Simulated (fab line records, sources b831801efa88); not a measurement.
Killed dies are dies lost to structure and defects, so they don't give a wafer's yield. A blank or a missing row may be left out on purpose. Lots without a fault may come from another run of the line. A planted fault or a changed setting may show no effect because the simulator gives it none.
Which tool did it? | flow gf180mcu | 14 lots, 42 wafers sampled, at 4 steps of a route of 602

WHAT THE GAUGES READ, wafer by wafer
GF_MIM_THK_MEAS_11: measures by xrf. Usual: MIM_ALCU_THK 202.8 nm, standard deviation 2.4.
lot  | measured     | on            | MIM_ALCU_THK (nm) | flag
L223 | day 25 03:02 | film_metro-03 | 198.0 198.9 198.1 |
L224 | day 25 03:47 | film_metro-03 | 204.6 202.4 204.1 |
L225 | day 25 09:08 | film_metro-01 | 199.8 200.0 199.5 |
L226 | day 25 14:32 | film_metro-03 | 202.0 201.0 198.5 |
L227 | day 25 19:56 | film_metro-01 | 206.2 201.4 202.6 |
L228 | day 26 15:24 | film_metro-02 | 203.4 202.9 205.1 |
L229 | day 27 01:28 | film_metro-03 | 204.0 200.7 202.6 |
L231 | day 27 04:16 | film_metro-03 | 202.7 204.6 205.5 |
L232 | day 27 15:33 | film_metro-03 | 202.0 202.2 202.1 |
L234 | day 28 15:46 | film_metro-01 | 203.7 202.7 204.7 |
L235 | day 28 16:11 | film_metro-03 | 205.6 204.0 207.3 |
L244 | day 31 01:05 | film_metro-01 | 201.5 204.1 203.6 |
L245 | day 31 06:21 | film_metro-03 | 199.6 202.2 199.6 |
L246 | day 31 11:46 | film_metro-03 | 204.1 205.5 205.2 |

GF_PASSIVATION_THK_MEAS_03. Usual: PASSIVATION_CVD_02_THK 704 nm, standard deviation 8.9.
lot  | measured     | on            | PASSIVATION_CVD_02_THK (nm) | flag
L223 | day 28 17:31 | film_metro-02 | 700 688 707                 |
L224 | day 28 18:05 | film_metro-01 | 693 703 706                 |
L225 | day 28 23:01 | film_metro-04 | 696 696 710                 |
L226 | day 29 02:52 | film_metro-02 | 694 700 695                 |
L227 | day 29 09:18 | film_metro-01 | 700 702 709                 |
L228 | day 30 01:58 | film_metro-04 | 715 727 714                 |
L229 | day 30 11:16 | film_metro-02 | 691 692 715                 |
L231 | day 30 14:43 | film_metro-02 | 682 708 697                 |
L232 | day 31 00:10 | film_metro-04 | 703 715 720                 |
L234 | day 31 21:19 | film_metro-02 | 703 723 725                 |
L235 | day 31 23:00 | film_metro-01 | 706 713 717                 |
L244 | day 34 01:03 | film_metro-02 | 710 699 706                 |
L245 | day 34 04:46 | film_metro-01 | 698 703 711                 |
L246 | day 34 09:16 | film_metro-02 | 702 706 709                 |

WHICH TOOL RAN EACH LOT (tool, then ch and the chambers of the sampled wafers, then the start)
lot  | GF_DUAL_GATE_CLEAN_14           | GF_MIM_STRIP_20
L223 | wet_bench-01 ch 1, day 8 16:07  | plasma_asher-02 ch 0,1, day 25 23:43
L224 | wet_bench-04 ch 2, day 8 16:35  | plasma_asher-02 ch 0,1, day 26 00:58
L225 | wet_bench-02 ch 2, day 8 23:04  | plasma_asher-03 ch 0,1, day 26 05:34
L226 | wet_bench-04 ch 2, day 9 05:34  | plasma_asher-03 ch 0,1, day 26 11:26
L227 | wet_bench-02 ch 1, day 9 09:40  | plasma_asher-03 ch 0,1, day 26 17:10
L228 | wet_bench-01 ch 2, day 10 00:44 | plasma_asher-02 ch 0,1, day 27 12:07
L229 | wet_bench-04 ch 2, day 10 10:14 | plasma_asher-03 ch 0,1, day 27 21:29
L231 | wet_bench-04 ch 1, day 10 12:13 | plasma_asher-01 ch 0,1, day 28 00:08
L232 | wet_bench-02 ch 2, day 10 23:23 | plasma_asher-01 ch 0,1, day 28 11:18
L234 | wet_bench-02 ch 0, day 11 16:55 | plasma_asher-03 ch 0,1, day 29 10:13
L235 | wet_bench-04 ch 1, day 11 18:11 | plasma_asher-01 ch 0,1, day 29 11:11
L244 | wet_bench-04 ch 1, day 14 12:40 | plasma_asher-01 ch 0,1, day 31 18:26
L245 | wet_bench-02 ch 0, day 14 17:48 | plasma_asher-01 ch 0,1, day 31 23:10
L246 | wet_bench-04 ch 2, day 15 03:02 | plasma_asher-02 ch 0,1, day 32 04:37
- GF_DUAL_GATE_CLEAN_14: cleans in SC1/SC2, time 150 s.
- GF_MIM_STRIP_20: strips in O2/N2.

WHAT THE TOOLS THEMSELVES READ (means of the sampled wafers that have a number; where no wafer has one, the mark that the record gives instead)
GF_DUAL_GATE_CLEAN_14. Usual: temp_c 69.99 C, standard deviation 0.13.
lot  | tool         | temp_c (C) | flag
L223 | wet_bench-01 | 69.97      |
L224 | wet_bench-04 | 70.07      |
L225 | wet_bench-02 | 70.00      |
L226 | wet_bench-04 | 70.03      |
L227 | wet_bench-02 | 69.86      |
L228 | wet_bench-01 | 70.00      |
L229 | wet_bench-04 | 70.18      |
L231 | wet_bench-04 | 70.05      |
L232 | wet_bench-02 | 69.97      |
L234 | wet_bench-02 | 70.06      |
L235 | wet_bench-04 | 69.94      |
L244 | wet_bench-04 | 69.99      |
L245 | wet_bench-02 | 70.03      |
L246 | wet_bench-04 | 70.03      |

GF_MIM_STRIP_20. Usual: drypump_motor_current_A 5.6 A, standard deviation 0.4; heater_power_w 364 W, standard deviation 30; oes_product_au 0.692 a.u., standard deviation 0.0049; strip_time_to_endpoint_s 11.22 s, standard deviation 0.046.
lot  | tool            | drypump_motor_current_A (A) | heater_power_w (W) | oes_product_au (a.u.) | strip_time_to_endpoint_s (s) | flag
L223 | plasma_asher-02 | 5.8                         | 395                | 0.687                 | 11.23                        |
L224 | plasma_asher-02 | 5.8                         | 394                | 0.687                 | 11.24                        |
L225 | plasma_asher-03 | 5.6                         | 371                | 0.690                 | 11.20                        |
L226 | plasma_asher-03 | 5.6                         | 357                | 0.691                 | 11.17                        |
L227 | plasma_asher-03 | 5.6                         | 372                | 0.695                 | 11.17                        |
L228 | plasma_asher-02 | 5.7                         | 369                | 0.691                 | 11.20                        |
L229 | plasma_asher-03 | 5.6                         | 371                | 0.695                 | 11.26                        |
L231 | plasma_asher-01 | 5.5                         | 344                | 0.697                 | 11.28                        |
L232 | plasma_asher-01 | 5.5                         | 343                | 0.692                 | 11.26                        |
L234 | plasma_asher-03 | 5.6                         | 375                | 0.693                 | 11.22                        |
L235 | plasma_asher-01 | 5.5                         | 341                | 0.692                 | 11.19                        |
L244 | plasma_asher-01 | 5.2                         | 340                | 0.689                 | 11.27                        |
L245 | plasma_asher-01 | 5.5                         | 346                | 0.689                 | 11.19                        |
L246 | plasma_asher-02 | 5.8                         | 392                | 0.696                 | 11.25                        |

THE ANSWER, worked out from the rows above alone
Rule: a lot is off if the mean of its wafers that have a number lies more than 3 standard deviations from the usual mean. A lot without any number at a reading at which 4 lots or more have one is off too. The other lots that the step has rows for count as sound. The gauges are gone through in route order, then the tools' own readings, and for those a lot's mean is taken as printed above. The first step at which some lot is off is used, and at that step the reading that is off furthest; a lot without a number counts as furthest.
No lot is off at any reading shown: from this, nothing can be told.

WHAT THE SIMULATOR HAD PUT IN
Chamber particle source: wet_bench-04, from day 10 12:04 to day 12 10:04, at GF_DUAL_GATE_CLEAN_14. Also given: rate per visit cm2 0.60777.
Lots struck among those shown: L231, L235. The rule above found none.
